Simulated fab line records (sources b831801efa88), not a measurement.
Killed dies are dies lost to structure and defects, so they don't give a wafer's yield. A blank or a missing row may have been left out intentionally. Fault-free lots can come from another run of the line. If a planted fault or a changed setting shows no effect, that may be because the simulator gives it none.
Split-lot trial | flow sfq_line | 23 wafers read from 5 lots, route of 325 steps

== THE SPLIT ==
At SFQ_TRILAYER_M4_LITHO_COAT_093 (resist thk 600 nm), the setting resist_thk_nm was moved away from the recipe's 600 nm on 8 of the 23 wafers read, by -4.1% to +3.4%. For the rest of the wafers, this setting stayed at what the recipe calls for.

== FROM THE SPLIT TO THE READING: what the file shows between them, 3 steps ==
- SFQ_TRILAYER_M4_LITHO_SOFTBAKE_097
- SFQ_TRILAYER_M4_LITHO_EXPOSE_094: exposes mask M4, target cd 500 nm
- SFQ_TRILAYER_M4_LITHO_DEVELOP_095: time 60 s

== THE READING ==
KrF_of_TRILAYER_M4_LITHO_COAT_093.thk_nm (the simulator's own value, which no gauge read), in nm, at SFQ_TRILAYER_M4_BARC_OPEN_METAL_ETCH_123 (etches BARC in O2, target depth 125 nm, time 41.7 s). The file does not state a usual value for it. Across the 15 wafers here that went through the recipe, the average is 523.4 nm and the standard deviation 2.4 nm.

wafer  | tool, chamber at the split | resist_thk_nm as run, nm | against the recipe | KrF_of_TRILAYER_M4_LITHO_COAT_093.thk_nm, nm | against lot-mates on the recipe
L074.1 | litho_track-02, 0          | 600                      | recipe             | 526.3                                        | -
L074.3 | litho_track-02, 0          | 600                      | recipe             | 526.3                                        | -
L074.2 | litho_track-02, 0          | 600                      | recipe             | 525.2                                        | -
L074.4 | litho_track-02, 0          | 600                      | recipe             | 526                                          | -
L074.6 | litho_track-02, 0          | 600                      | recipe             | 526.8                                        | -
L075.3 | litho_track-01, 0          | 600                      | recipe             | 521.1                                        | -
L075.4 | litho_track-01, 0          | 600                      | recipe             | 519.9                                        | -
L075.5 | litho_track-01, 0          | 600                      | recipe             | 523.5                                        | -
L076.2 | litho_track-02, 0          | 575.1                    | -4.1%              | 502.8                                        | -21.4
L076.3 | litho_track-02, 0          | 600                      | recipe             | 524.7                                        | -
L076.4 | litho_track-02, 0          | 575.1                    | -4.1%              | 498.6                                        | -25.6
L076.5 | litho_track-02, 0          | 600                      | recipe             | 523.7                                        | -
L076.6 | litho_track-02, 0          | 575.1                    | -4.1%              | 499.1                                        | -25.1
L077.1 | litho_track-01, 0          | 600                      | recipe             | 520.5                                        | -
L077.3 | litho_track-01, 0          | 600                      | recipe             | 522.1                                        | -
L077.4 | litho_track-01, 0          | 590.8                    | -1.5%              | 514.1                                        | -6.9
L077.5 | litho_track-01, 0          | 600                      | recipe             | 520.4                                        | -
L077.6 | litho_track-01, 0          | 590.8                    | -1.5%              | 510.7                                        | -10.3
L083.2 | litho_track-03, 0          | 600                      | recipe             | 523.4                                        | -
L083.3 | litho_track-03, 0          | 620.2                    | +3.4%              | 542.2                                        | +20.2
L083.4 | litho_track-03, 0          | 620.2                    | +3.4%              | 543.4                                        | +21.4
L083.5 | litho_track-03, 0          | 620.2                    | +3.4%              | 543                                          | +21.0
L083.6 | litho_track-03, 0          | 600                      | recipe             | 520.5                                        | -

FIT RESULTS
A straight line over all 23 wafers: KrF_of_TRILAYER_M4_LITHO_COAT_093.thk_nm changes by +5.74 nm for each +1% of resist_thk_nm; r = +0.98; the points scatter about the line by 2.3 nm.
The same after taking each lot's own level away (the mean of its wafers on the recipe; 23 wafers): +5.96 nm for each +1%; r = +0.99; scatter 1.3 nm.
The reading moves by 25 nm for the largest change in resist_thk_nm, on that fit.
The span of the lots' own levels, 521.00 to 526.12 nm, comes to 2.1 times the standard deviation stated above.
The two slopes are in agreement: the lot-to-lot level therefore moves the slope only a little.
Check: with one of the wafers moved furthest among these (-4.1%) left out of the fit, the line predicts -25.3 nm for it against its lot-mates. It came out at -21.4 nm against them.

== THE OTHER SPLITS THESE WAFERS WENT THROUGH ==
Other splits were also applied to these wafers ahead of the reading. Each is held against what the fit with the lots' levels taken away leaves over:
other split on the same wafers                    | wafers away from the commonest value | r with KrF_of_TRILAYER_M4_LITHO_COAT_093.thk_nm (lot level and that fit taken away)
SFQ_TRILAYER_I2_VIA_BARC_OPEN_VIA_ETCH_096 bias_w | 5                                    | -0.24
SFQ_TRILAYER_M3_BARC_OPEN_METAL_ETCH_100 time_s   | 10                                   | -0.10
SFQ_TRILAYER_I3_VIA_LITHO_COAT_085 spin_rpm       | 8                                    | -0.11
SFQ_TRILAYER_I3_VIA_BARC_OPEN_VIA_ETCH_121 time_s | 9                                    | +0.20

== THE WHOLE CHAIN: every reading that the file lists as answering this split, in the file's order ==
step                                     | what it does                                                        | reading                                                                                   | change (the file's fit)                                                                             | r (the file's)
SFQ_TRILAYER_M4_LITHO_COAT_093           | resist thk 600 nm                                                   | KrF_of_TRILAYER_M4_LITHO_COAT_093.thk_nm (the simulator's own value, which no gauge read) | +5.96 nm for each +1% of the setting                                                                | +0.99
SFQ_TRILAYER_M4_BARC_OPEN_METAL_ETCH_123 | etches BARC in O2, target depth 125 nm, time 41.7 s                 | KrF_of_TRILAYER_M4_LITHO_COAT_093.thk_nm (the simulator's own value, which no gauge read) | +5.94 nm for each +1% of the setting                                                                | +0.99
SFQ_TRILAYER_M4_ETCH_METAL_ETCH_096      | etches Nb in Cl2/Ar, stops on SiO2, target depth 240 nm, time 120 s | KrF_of_TRILAYER_M4_LITHO_COAT_093.thk_nm (the simulator's own value, which no gauge read) | +5.75 nm for each +1% of the setting, in a fit together with time_s@TRILAYER_M4_ETCH_METAL_ETCH_096 | 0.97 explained

== FILE'S OWN FIT ==
KrF_of_TRILAYER_M4_LITHO_COAT_093.thk_nm changes by +5.94 nm for each +1% of resist_thk_nm, r = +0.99.
